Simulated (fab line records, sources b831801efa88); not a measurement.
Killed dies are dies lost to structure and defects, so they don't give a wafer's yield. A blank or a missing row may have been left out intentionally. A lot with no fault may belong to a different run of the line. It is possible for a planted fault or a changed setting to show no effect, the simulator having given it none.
fab line records + flow sky130
record
- lots=10
- wafers=30
- last-day=50
route steps=708 shown POLY_GATE@204 CONTACT@425 METAL1@434 VIA1@471 PAD_OPEN@708
lots that met no fault: from a run of the same line without faults
start-h: hours from the record's first day to the start of the lot's first wafer shown + wait-h: how many hours have passed since the lot's step before this one + " repeats the value in the row above + L1.1+2: a row that stands for several wafers + - no value, or no start given + * or withheld: withheld + < > ~ a bound
route shown NAME@n: names a module that has steps shown in the file, with the first one's number in the route + usual: mean and standard deviation over wafers with no fault + same: alike in all rows + chamber/n: place in a boat + sites: the reading at each site + _std_site: the standard deviation of these + _edge_site: inner sites' mean taken away from outer sites' mean + radius-mm: for every site, how far away it sits from the centre of the wafer + mask NAME#n: copy n + behind: the last tool/chamber to shape the wafer + hold: what put the lot on hold/how long, in hours/how the hold closed + device: names the non-switching transistor (n, p or np) + end of line: at the end of the route, the tests of the same wafers + a step without rows: its recipe alone + killed: at the first sort, the dies lost to defects and structure; wafer yield is something else + map: the dies of a wafer, with x for killed, . for not killed, _ for no die there
set.NAME: the setting that was run; set.NAME@STEP: the one run at that earlier step + model.NAME: the simulator's own value behind a step, which no gauge read
the route's steps for a sample of lots (tables are steps, rows are wafers)
services: when a tool's chamber went out of use (start-h, in hours from the record's first day, below 0 if earlier), for how many hours, and the reason
## steps
# step SKY_POLY_GATE_CVD_00
# recipe
- material=poly-Si
- target-thk-nm=180
- temp-c=620
- time-s=720
- pressure-mtorr=200
# usual
- spike-tc-centre-C=621.9/1
- spike-tc-lower-C=620.3/1
- spike-tc-upper-C=618.0/1.5
- susceptor-temp-C=620.0/0.3
- zone-power-centre-pct=10.4/0.47
| lot.wafer | tool     | chamber | start-h | wait-h | spike-tc-centre-C | spike-tc-lower-C | spike-tc-upper-C | susceptor-temp-C | zone-power-centre-pct |
|-----------|----------|---------|---------|--------|-------------------|------------------|------------------|------------------|-----------------------|
| L815.2    | lpcvd-01 | 1       | 335.08  | 0.0    | 621.5             | 619.7            | 615.8            | 619.4            | 10.7                  |
| L815.3    | "        | 1       | "       | "      | 620.9             | 619.9            | 616.4            | 619.5            | 10.7                  |
| L815.5    | "        | 1       | "       | "      | 621.8             | 619.8            | 615.0            | 619.6            | 10.7                  |
| L818.1    | lpcvd-01 | 0       | 361.20  | 0.0    | 621.6             | 622.7            | 619.7            | 620.3            | 9.9                   |
| L818.3    | "        | 0       | "       | "      | 621.9             | 620.0            | 621.6            | 620.1            | 9.8                   |
| L818.6    | "        | 0       | "       | "      | 622.2             | 620.0            | 620.9            | 619.8            | 9.6                   |
| L819.3    | lpcvd-01 | 0       | 370.95  | 0.0    | 616.2             | 615.6            | 614.1            | 614.8            | 9.7                   |
| L819.4    | "        | 0       | "       | "      | 617.6             | 614.5            | 614.7            | 614.9            | 9.4                   |
| L819.6    | "        | 0       | "       | "      | 616.7             | 615.1            | 615.2            | 615.0            | 9.5                   |
| L820.1    | lpcvd-01 | 1       | 382.83  | 0.0    | 615.8             | 614.7            | 612.6            | 615.0            | 10.5                  |
| L820.2    | "        | 1       | "       | "      | 616.2             | 615.6            | 612.2            | 614.9            | 10.6                  |
| L820.5    | "        | 1       | "       | "      | 618.5             | 615.1            | 612.1            | 614.9            | 10.8                  |
| L829.1    | lpcvd-01 | 1       | 477.85  | 0.0    | 623.3             | 620.1            | 617.0            | 619.7            | 10.7                  |
| L829.2    | "        | 1       | "       | "      | 623.2             | 623.1            | 619.8            | 620.2            | 10.6                  |
| L829.4    | "        | 1       | "       | "      | 622.7             | 620.8            | 617.9            | 620.0            | 10.4                  |
| L831.1    | lpcvd-01 | 1       | 484.02  | 0.0    | 622.1             | 619.7            | 616.4            | 619.9            | 10.5                  |
| L831.3    | "        | 1       | "       | "      | 621.7             | 619.6            | 617.5            | 620.3            | 10.5                  |
| L831.6    | "        | 1       | "       | "      | 620.7             | 621.8            | 618.8            | 620.6            | 10.7                  |
| L832.2    | lpcvd-01 | 0       | 489.70  | 0.0    | 621.7             | 619.0            | 621.0            | 620.3            | 9.7                   |
| L832.3    | "        | 0       | "       | "      | 621.8             | 619.9            | 620.0            | 620.5            | 9.8                   |
| L832.6    | "        | 0       | "       | "      | 622.3             | 618.1            | 619.4            | 619.9            | 9.6                   |
| L833.3    | lpcvd-01 | 1       | 506.64  | 0.0    | 622.8             | 622.1            | 617.2            | 619.9            | 10.8                  |
| L833.4    | "        | 1       | "       | "      | 622.2             | 621.0            | 616.8            | 619.9            | 10.5                  |
| L833.5    | "        | 1       | "       | "      | 622.1             | 620.6            | 616.5            | 620.1            | 10.7                  |
| L834.1    | lpcvd-01 | 1       | 508.77  | 0.0    | 623.3             | 622.3            | 616.9            | 620.1            | 10.6                  |
| L834.2    | "        | 1       | "       | "      | 621.5             | 620.5            | 618.8            | 620.0            | 10.6                  |
| L834.5    | "        | 1       | "       | "      | 621.7             | 620.2            | 618.1            | 619.9            | 10.7                  |
| L835.1    | lpcvd-01 | 1       | 514.56  | 0.0    | 621.1             | 621.3            | 617.5            | 620.1            | 10.5                  |
| L835.2    | "        | 1       | "       | "      | 620.6             | 619.1            | 616.8            | 620.0            | 10.6                  |
| L835.6    | "        | 1       | "       | "      | 621.4             | 620.4            | 617.1            | 620.1            | 10.8                  |
# step SKY_POLY_GATE_THK_MEAS_01
# recipe
- reads=poly-Si_of_POLY_GATE_CVD_00
# usual
- POLY_GATE_CVD_00_THK=179.1/1.8
| lot.wafer | tool          | chamber | start-h | wait-h | POLY_GATE_CVD_00_THK[nm] |
|-----------|---------------|---------|---------|--------|--------------------------|
| L815.2    | film-metro-04 | -       | 336.29  | 0.0    | 176.6                    |
| L815.3    | "             | -       | "       | "      | 176.4                    |
| L815.5    | "             | -       | "       | "      | 176.0                    |
| L818.1    | film-metro-04 | -       | 362.40  | 0.0    | 179.2                    |
| L818.3    | "             | -       | "       | "      | 177.5                    |
| L818.6    | "             | -       | "       | "      | 178.0                    |
| L819.3    | film-metro-01 | -       | 372.17  | 0.0    | 160.0                    |
| L819.4    | "             | -       | "       | "      | 159.5                    |
| L819.6    | "             | -       | "       | "      | 160.9                    |
| L820.1    | film-metro-04 | -       | 384.03  | 0.0    | 157.9                    |
| L820.2    | "             | -       | "       | "      | 159.1                    |
| L820.5    | "             | -       | "       | "      | 157.4                    |
| L829.1    | film-metro-02 | -       | 479.05  | 0.0    | 180.3                    |
| L829.2    | "             | -       | "       | "      | 180.1                    |
| L829.4    | "             | -       | "       | "      | 178.9                    |
| L831.1    | film-metro-01 | -       | 485.22  | 0.0    | 176.9                    |
| L831.3    | "             | -       | "       | "      | 178.4                    |
| L831.6    | "             | -       | "       | "      | 178.0                    |
| L832.2    | film-metro-01 | -       | 490.91  | 0.0    | 176.5                    |
| L832.3    | "             | -       | "       | "      | 176.2                    |
| L832.6    | "             | -       | "       | "      | 175.5                    |
| L833.3    | film-metro-01 | -       | 507.86  | 0.0    | 181.1                    |
| L833.4    | "             | -       | "       | "      | 180.8                    |
| L833.5    | "             | -       | "       | "      | 181.9                    |
| L834.1    | film-metro-04 | -       | 510.57  | 0.0    | 178.5                    |
| L834.2    | "             | -       | "       | "      | 178.4                    |
| L834.5    | "             | -       | "       | "      | 178.2                    |
| L835.1    | film-metro-02 | -       | 515.76  | 0.0    | 177.0                    |
| L835.2    | "             | -       | "       | "      | 175.8                    |
| L835.6    | "             | -       | "       | "      | 178.3                    |
# step SKY_POLY_GATE_ETCH_17
# recipe
- target-depth-nm=180
- stop-on=SiO2
- over-etch-frac=0.56667
- chemistry=HBr/Cl2
- target=poly-Si
- icp-w=400
- bias-w=100
- pressure-mtorr=10
- HBr_flow_sccm=150
- Cl2_flow_sccm=50
- time-s=70.5
# usual
- bias-w=100.0/0.31
- chamber-pressure-mTorr=10.000/0.0084
- drypump-motor-current-A=5.7/0.3
- oes-product-au=0.983/0.0083
- rf-fwd-power-W=397.2/1.6
- throttle-valve-pct=33.685/0.0096
| lot.wafer | tool      | chamber | start-h | wait-h | bias-w | chamber-pressure-mTorr | drypump-motor-current-A | oes-product-au | rf-fwd-power-W | rf-hours-counter-h | throttle-valve-pct |
|-----------|-----------|---------|---------|--------|--------|------------------------|-------------------------|----------------|----------------|--------------------|--------------------|
| L815.2    | rie-si-01 | 0       | 410.25  | 0.0    | 100.1  | 10.001                 | 6.0                     | 0.983          | 396.3          | 10                 | 33.702             |
| L815.3    | "         | 1       | "       | "      | 99.8   | 9.992                  | 5.4                     | 0.973          | 397.5          | 74                 | 33.686             |
| L815.5    | "         | 1       | "       | "      | 100.1  | 9.996                  | 5.4                     | 0.979          | 396.6          | -                  | 33.694             |
| L818.1    | rie-si-01 | 2       | 422.50  | 0.0    | 99.9   | 9.995                  | 6.0                     | 0.982          | 398.3          | 6                  | 33.684             |
| L818.3    | "         | 0       | "       | "      | 100.3  | 10.006                 | 6.0                     | 0.982          | 398.7          | 11                 | 33.669             |
| L818.6    | "         | 2       | "       | "      | 99.7   | 9.994                  | 6.0                     | 0.979          | 399.0          | -                  | 33.683             |
| L819.3    | rie-si-02 | 1       | 432.30  | 0.0    | 99.7   | 9.996                  | 5.5                     | 0.916          | 394.4          | 66                 | 33.693             |
| L819.4    | "         | 1       | "       | "      | 99.6   | 10.005                 | 5.5                     | 0.918          | 396.0          | -                  | 33.695             |
| L819.6    | "         | 3       | "       | "      | 99.6   | 9.997                  | 5.4                     | 0.916          | 392.6          | -                  | 33.675             |
| L820.1    | rie-si-01 | 3       | 445.49  | 0.1    | 99.7   | 10.001                 | 6.2                     | 0.906          | 397.8          | 2                  | 33.660             |
| L820.2    | "         | 2       | "       | "      | 99.7   | 10.002                 | 6.0                     | 0.905          | 398.6          | 6                  | 33.669             |
| L820.5    | "         | 1       | "       | "      | 100.4  | 10.005                 | 5.3                     | 0.899          | 397.5          | -                  | 33.692             |
| L829.1    | rie-si-02 | 0       | 541.45  | 0.0    | 100.1  | 10.002                 | 5.5                     | 0.985          | 397.3          | 0                  | 33.691             |
| L829.2    | "         | 2       | "       | "      | 100.1  | 9.996                  | 5.9                     | 1.000          | 399.9          | 1                  | 33.687             |
| L829.4    | "         | 1       | "       | "      | 100.1  | 10.005                 | 5.5                     | 0.988          | 397.0          | 0                  | 33.701             |
| L831.1    | rie-si-02 | 2       | 547.05  | 0.0    | 100.3  | 9.985                  | 5.8                     | 0.982          | 397.0          | 1                  | 33.699             |
| L831.3    | "         | 1       | "       | "      | 99.9   | 9.997                  | 5.5                     | 0.983          | 396.3          | 0                  | 33.695             |
| L831.6    | "         | 2       | "       | "      | 100.5  | 10.000                 | 5.8                     | 0.988          | 396.3          | -                  | 33.671             |
| L832.2    | rie-si-01 | 2       | 553.04  | 0.0    | 100.1  | 9.996                  | 6.0                     | 0.970          | 399.0          | 6                  | 33.685             |
| L832.3    | "         | 1       | "       | "      | 100.5  | 9.998                  | 5.4                     | 0.977          | 397.1          | 0                  | 33.693             |
| L832.6    | "         | 2       | "       | "      | 100.0  | 9.997                  | 6.0                     | 0.972          | 399.1          | -                  | 33.687             |
| L833.3    | rie-si-02 | 0       | 569.54  | 0.0    | 99.9   | 9.985                  | 5.5                     | 0.987          | 397.8          | 0                  | 33.695             |
| L833.4    | "         | 0       | "       | "      | 99.5   | 9.990                  | 5.5                     | 0.984          | 397.6          | -                  | 33.674             |
| L833.5    | "         | 1       | "       | "      | 99.9   | 10.001                 | 5.5                     | 0.993          | 398.0          | -                  | 33.681             |
| L834.1    | rie-si-01 | 0       | 571.69  | 0.0    | 100.8  | 9.997                  | 6.0                     | 0.985          | 396.4          | 11                 | 33.682             |
| L834.2    | "         | 2       | "       | "      | 100.4  | 10.003                 | 6.0                     | 0.984          | 398.0          | 7                  | 33.682             |
| L834.5    | "         | 0       | "       | "      | 100.1  | 9.997                  | 6.0                     | 0.984          | 396.2          | -                  | 33.684             |
| L835.1    | rie-si-02 | 0       | 577.54  | 0.0    | 100.6  | 9.993                  | 5.5                     | 0.971          | 397.4          | 1                  | 33.686             |
| L835.2    | "         | 2       | "       | "      | 99.9   | 9.983                  | 5.9                     | 0.976          | 399.4          | 1                  | 33.695             |
| L835.6    | "         | 1       | "       | "      | 99.5   | 10.011                 | 5.5                     | 0.984          | 396.7          | -                  | 33.690             |
# step SKY_CONTACT_STRIP_19
# recipe
- chemistry=O2/N2
- power-w=1400
- pressure-mtorr=1500
- platen-temp-c=withheld
- o2-flow-sccm=3000
- n2-flow-sccm=300
- overash-fraction=0.5
# usual
- chamber-pressure-mTorr=1499.9/1.3
- drypump-motor-current-A=5.5/0.38
- oes-product-au=0.381/0.0045
- strip-time-to-endpoint-s=3.63/0.044
| lot.wafer | tool            | chamber | start-h | wait-h | chamber-pressure-mTorr | drypump-motor-current-A | oes-product-au | rf-hours-counter-h | strip-time-to-endpoint-s |
|-----------|-----------------|---------|---------|--------|------------------------|-------------------------|----------------|--------------------|--------------------------|
| L815.2    | plasma-asher-04 | 0       | 772.75  | -      | 1499.2                 | 5.7                     | 0.383          | 61                 | 3.56                     |
| L815.3    | "               | 1       | "       | "      | 1500.0                 | 5.1                     | 0.386          | -                  | 3.64                     |
| L815.5    | "               | 0       | "       | "      | 1499.5                 | 5.7                     | 0.386          | -                  | 3.60                     |
| L818.1    | plasma-asher-03 | 0       | 783.14  | -      | 1500.1                 | 6.0                     | 0.394          | 4                  | 3.68                     |
| L818.3    | "               | 0       | "       | "      | 1499.1                 | 6.0                     | 0.380          | -                  | 3.65                     |
| L818.6    | "               | 0       | "       | "      | 1502.3                 | 6.0                     | 0.379          | -                  | 3.66                     |
| L819.3    | plasma-asher-04 | 1       | 791.92  | -      | 1500.8                 | 5.0                     | 0.378          | -                  | 3.51                     |
| L819.4    | "               | 0       | "       | "      | 1498.7                 | 5.7                     | 0.381          | -                  | 3.56                     |
| L819.6    | "               | 1       | "       | "      | 1501.0                 | 5.1                     | 0.377          | -                  | 3.55                     |
| L820.1    | plasma-asher-04 | 1       | 803.64  | -      | 1498.9                 | 5.1                     | 0.375          | 64                 | 3.67                     |
| L820.2    | "               | 0       | "       | "      | 1501.1                 | 5.7                     | 0.376          | 64                 | 3.65                     |
| L820.5    | "               | 1       | "       | "      | 1502.2                 | 5.1                     | 0.381          | -                  | 3.67                     |
| L829.1    | plasma-asher-04 | 1       | 884.55  | -      | 1497.9                 | 5.0                     | 0.385          | 73                 | 3.65                     |
| L829.2    | "               | 0       | "       | "      | 1499.1                 | 5.7                     | 0.381          | 73                 | 3.54                     |
| L829.4    | "               | 0       | "       | "      | 1499.2                 | 5.7                     | 0.381          | -                  | 3.57                     |
| L831.1    | plasma-asher-02 | 1       | 889.45  | -      | 1502.2                 | 5.4                     | 0.387          | 106                | 3.65                     |
| L831.3    | "               | 1       | "       | "      | 1500.4                 | 5.4                     | 0.381          | -                  | 3.63                     |
| L831.6    | "               | 1       | "       | "      | 1499.3                 | 5.4                     | 0.378          | -                  | 3.65                     |
| L832.2    | plasma-asher-03 | 0       | 896.50  | -      | 1499.9                 | 6.0                     | 0.384          | 15                 | 3.63                     |
| L832.3    | "               | 0       | "       | "      | 1500.1                 | 6.0                     | 0.384          | -                  | 3.66                     |
| L832.6    | "               | 1       | "       | "      | 1501.0                 | 4.9                     | 0.390          | -                  | 3.67                     |
| L833.3    | plasma-asher-04 | 0       | 907.83  | -      | 1497.5                 | 5.7                     | 0.389          | -                  | 3.68                     |
| L833.4    | "               | 1       | "       | "      | 1500.2                 | 5.1                     | 0.385          | -                  | 3.63                     |
| L833.5    | "               | 1       | "       | "      | 1502.3                 | 5.0                     | 0.384          | -                  | 3.67                     |
| L834.1    | plasma-asher-02 | 0       | 911.76  | -      | 1500.5                 | 6.0                     | 0.384          | 109                | 3.68                     |
| L834.2    | "               | 1       | "       | "      | 1501.3                 | 5.4                     | 0.387          | 109                | 3.65                     |
| L834.5    | "               | 0       | "       | "      | 1499.7                 | 6.0                     | 0.386          | -                  | 3.67                     |
| L835.1    | plasma-asher-04 | 0       | 916.79  | -      | 1496.7                 | 5.6                     | 0.372          | 76                 | 3.60                     |
| L835.2    | "               | 1       | "       | "      | 1501.2                 | 5.1                     | 0.384          | 76                 | 3.62                     |
| L835.6    | "               | 1       | "       | "      | 1502.7                 | 5.1                     | 0.377          | -                  | 3.60                     |
# step SKY_METAL1_SPUTTER_00
# recipe
- material=Ti
- target-thk-nm=15
- power-w=3000
- time-s=10
- chamber-pressure-pa=0.4
# usual
- throttle-valve-pct=30.2/0.94
| lot.wafer | tool           | chamber | start-h | wait-h | throttle-valve-pct |
|-----------|----------------|---------|---------|--------|--------------------|
| L815.2    | pvd-sputter-01 | -       | 774.06  | 0.2    | 29.4               |
| L815.3    | "              | -       | "       | "      | 29.2               |
| L815.5    | "              | -       | "       | "      | 29.1               |
| L818.1    | pvd-sputter-02 | -       | 784.40  | 0.2    | 28.1               |
| L818.3    | "              | -       | "       | "      | 29.9               |
| L818.6    | "              | -       | "       | "      | 28.4               |
| L819.3    | pvd-sputter-02 | -       | 793.14  | 0.1    | 29.9               |
| L819.4    | "              | -       | "       | "      | 30.0               |
| L819.6    | "              | -       | "       | "      | 31.4               |
| L820.1    | pvd-sputter-04 | -       | 804.92  | 0.2    | 30.7               |
| L820.2    | "              | -       | "       | "      | 31.0               |
| L820.5    | "              | -       | "       | "      | 30.1               |
| L829.1    | pvd-sputter-02 | -       | 885.79  | 0.1    | 28.4               |
| L829.2    | "              | -       | "       | "      | 30.7               |
| L829.4    | "              | -       | "       | "      | 31.4               |
| L831.1    | pvd-sputter-04 | -       | 890.72  | 0.1    | 30.7               |
| L831.3    | "              | -       | "       | "      | 30.9               |
| L831.6    | "              | -       | "       | "      | 30.0               |
| L832.2    | pvd-sputter-02 | -       | 897.75  | 0.1    | 29.7               |
| L832.3    | "              | -       | "       | "      | 28.2               |
| L832.6    | "              | -       | "       | "      | 29.8               |
| L833.3    | pvd-sputter-01 | -       | 909.05  | 0.2    | 29.1               |
| L833.4    | "              | -       | "       | "      | 31.4               |
| L833.5    | "              | -       | "       | "      | 29.1               |
| L834.1    | pvd-sputter-04 | -       | 913.01  | 0.1    | 30.5               |
| L834.2    | "              | -       | "       | "      | 30.6               |
| L834.5    | "              | -       | "       | "      | 30.9               |
| L835.1    | pvd-sputter-01 | -       | 918.15  | 0.1    | 29.1               |
| L835.2    | "              | -       | "       | "      | 29.3               |
| L835.6    | "              | -       | "       | "      | 29.4               |
# step SKY_VIA1_OVL_MEAS_13
# usual
- VIA1_OVL=0/6.7
| lot.wafer | tool       | chamber | start-h | wait-h | VIA1_OVL[nm] |
|-----------|------------|---------|---------|--------|--------------|
| L815.2    | overlay-02 | -       | 828.68  | 0.1    | 2            |
| L815.3    | "          | -       | "       | "      | 4            |
| L815.5    | "          | -       | "       | "      | 6            |
| L818.1    | overlay-02 | -       | 838.77  | 0.1    | -11          |
| L818.3    | "          | -       | "       | "      | -13          |
| L818.6    | "          | -       | "       | "      | -7           |
| L819.3    | overlay-02 | -       | 847.65  | 0.1    | -3           |
| L819.4    | "          | -       | "       | "      | -3           |
| L819.6    | "          | -       | "       | "      | -10          |
| L820.1    | overlay-02 | -       | 859.36  | 0.1    | 1            |
| L820.2    | "          | -       | "       | "      | -5           |
| L820.5    | "          | -       | "       | "      | -3           |
| L829.1    | overlay-01 | -       | 936.76  | 0.1    | -1           |
| L829.2    | "          | -       | "       | "      | 0            |
| L829.4    | "          | -       | "       | "      | -5           |
| L831.1    | overlay-02 | -       | 942.42  | 0.1    | -3           |
| L831.3    | "          | -       | "       | "      | -4           |
| L831.6    | "          | -       | "       | "      | -7           |
| L832.2    | overlay-02 | -       | 949.43  | 0.1    | 12           |
| L832.3    | "          | -       | "       | "      | 8            |
| L832.6    | "          | -       | "       | "      | 21           |
| L833.3    | overlay-02 | -       | 961.34  | 0.1    | -9           |
| L833.4    | "          | -       | "       | "      | -17          |
| L833.5    | "          | -       | "       | "      | -12          |
| L834.1    | overlay-02 | -       | 963.86  | 0.1    | 0            |
| L834.2    | "          | -       | "       | "      | -4           |
| L834.5    | "          | -       | "       | "      | 2            |
| L835.1    | overlay-01 | -       | 968.87  | 0.1    | -2           |
| L835.2    | "          | -       | "       | "      | -1           |
| L835.6    | "          | -       | "       | "      | -2           |
# step SKY_PAD_OPEN_PROBE_99
# usual
- killed_at_M0_to_M3=45/7.5
- killed_at_M4_up=2.8/1.9
- killed-at-contacts=25/5.5
- killed-at-front-end=14/4
- killed-at-other=0.3/0.75
- killed-dies=87/9.4
- killed-on-rim=17/3.8
- killed-open=47/6.6
- killed-short=39/6.6
# same
- gross-dies=492
- killed-at-back-side=0
| lot.wafer | tool      | chamber | start-h | wait-h | killed_at_M0_to_M3 | killed_at_M4_up | killed-at-contacts | killed-at-front-end | killed-at-other | killed-dies | killed-on-rim | killed-open | killed-short |
|-----------|-----------|---------|---------|--------|--------------------|-----------------|--------------------|---------------------|-----------------|-------------|---------------|-------------|--------------|
| L831.1    | prober-01 | -       | 1189.52 | 0.1    | 44                 | 7               | 27                 | 12                  | 0               | 90          | 18            | 54          | 36           |
| L831.3    | prober-01 | -       | 1189.62 | 0.2    | 47                 | 5               | 21                 | 12                  | 1               | 86          | 18            | 50          | 36           |
| L831.6    | prober-01 | -       | 1189.77 | 0.2    | 32                 | 4               | 21                 | 13                  | 1               | 71          | 11            | 39          | 32           |
# killed by level:class
L831.1 CONTACT:geometric-particle:open=9 VIA3:geometric-particle:open=9 LI_CONTACT:geometric-particle:open=8 VIA1:geometric-particle:open=8 VIA1:geometric-particle:short=6 METAL4:geometric-particle:short=5 VIA2:geometric-particle:open=5 FIELD_ISO:geometric-particle:short=4
L831.3 VIA1:geometric-particle:open=13 CONTACT:geometric-particle:open=12 VIA3:geometric-particle:open=10 VIA1:geometric-particle:short=8 METAL1:geometric-particle:short=4 VIA2:geometric-particle:open=4 SPACER:geometric-particle:open=3 CONTACT:geometric-particle:short=3
L831.6 CONTACT:geometric-particle:open=8 VIA3:geometric-particle:open=7 LI_CONTACT:geometric-particle:open=6 VIA1:geometric-particle:open=5 CONTACT:geometric-particle:short=5 POLY_GATE:geometric-particle:open=4 METAL1:geometric-particle:short=4 VIA1:geometric-particle:short=4
## services
| tool            | chamber | start-h | hours | kind   |
|-----------------|---------|---------|-------|--------|
| rie-si-01       | 0       | 359.97  | 16.3  | repair |
| plasma-asher-04 | -       | 382.61  | 17.0  | repair |
| rie-si-01       | -       | 383.39  | 0.3   | repair |
| rie-si-01       | 2       | 391.12  | 1.5   | repair |
| rie-si-01       | 3       | 411.96  | 7.2   | repair |
| rie-si-02       | -       | 463.61  | 0.2   | repair |
| rie-si-02       | -       | 495.83  | 0.8   | repair |
| rie-si-01       | -       | 546.49  | 2.8   | pm     |
| rie-si-01       | 3       | 550.84  | 20.0  | repair |
| rie-si-01       | -       | 581.85  | 0.8   | repair |
| lpcvd-01        | -       | 586.33  | 2.8   | pm     |
| rie-si-02       | 1       | 605.25  | 10.3  | repair |
| lpcvd-01        | -       | 608.56  | 1.3   | repair |
| plasma-asher-04 | -       | 617.57  | 4.3   | repair |
| rie-si-02       | 1       | 649.54  | 2.6   | repair |
| rie-si-01       | 1       | 660.67  | 2.7   | repair |
| rie-si-02       | 2       | 733.61  | 8.3   | repair |
| rie-si-02       | -       | 736.21  | 2.8   | pm     |
| rie-si-02       | 1       | 759.82  | 47.5  | repair |
| rie-si-01       | -       | 811.45  | 14.6  | pm     |
| rie-si-01       | 2       | 834.03  | 6.1   | repair |
| rie-si-02       | 1       | 840.26  | 3.2   | repair |
| plasma-asher-04 | -       | 858.12  | 0.7   | repair |
| rie-si-01       | 3       | 863.94  | 18.1  | repair |
## key
first-sign
- step=SKY_POLY_GATE_CVD_00
- reading=susceptor-temp-C
- direction=down
- sigmas=17
- usual=*
- struck=*
effect
- step=SKY_POLY_GATE_CVD_00
- reading=spike-tc-lower-C
- direction=down
- sigmas=5
- usual=620.3
- struck=615.1
effect
- step=SKY_POLY_GATE_THK_MEAS_01
- reading=POLY_GATE_CVD_00_THK
- direction=down
- sigmas=11
- usual=179.1
- struck=159.1
effect
- step=SKY_POLY_GATE_ETCH_17
- reading=oes-product-au
- direction=down
- sigmas=8.8
- usual=0.983
- struck=0.910
met-at SKY_POLY_GATE_CVD_00
struck-lots L819,L820
tester-left-out L819,L820
not-acting-at SKY_CONTACT_STRIP_19,SKY_METAL1_SPUTTER_00,SKY_VIA1_OVL_MEAS_13
onset-between 361.20 370.95
fault
- kind=process-parameter-drift
- tool=lpcvd-01
- chamber=-
- onset-h=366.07
- steps=SKY_POLY_GATE_CVD_00
- channel=temp-c
- offset=*
- shape=step
- end-h=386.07
- stated=*
# tester-left-out: of these lots the tester's yield and bins aren't shown, on N5 and GAA mostly nor the transistor test; their killed dies are dies lost to structure and defects alone, not to doping, threshold or leakage, so they don't give the yield
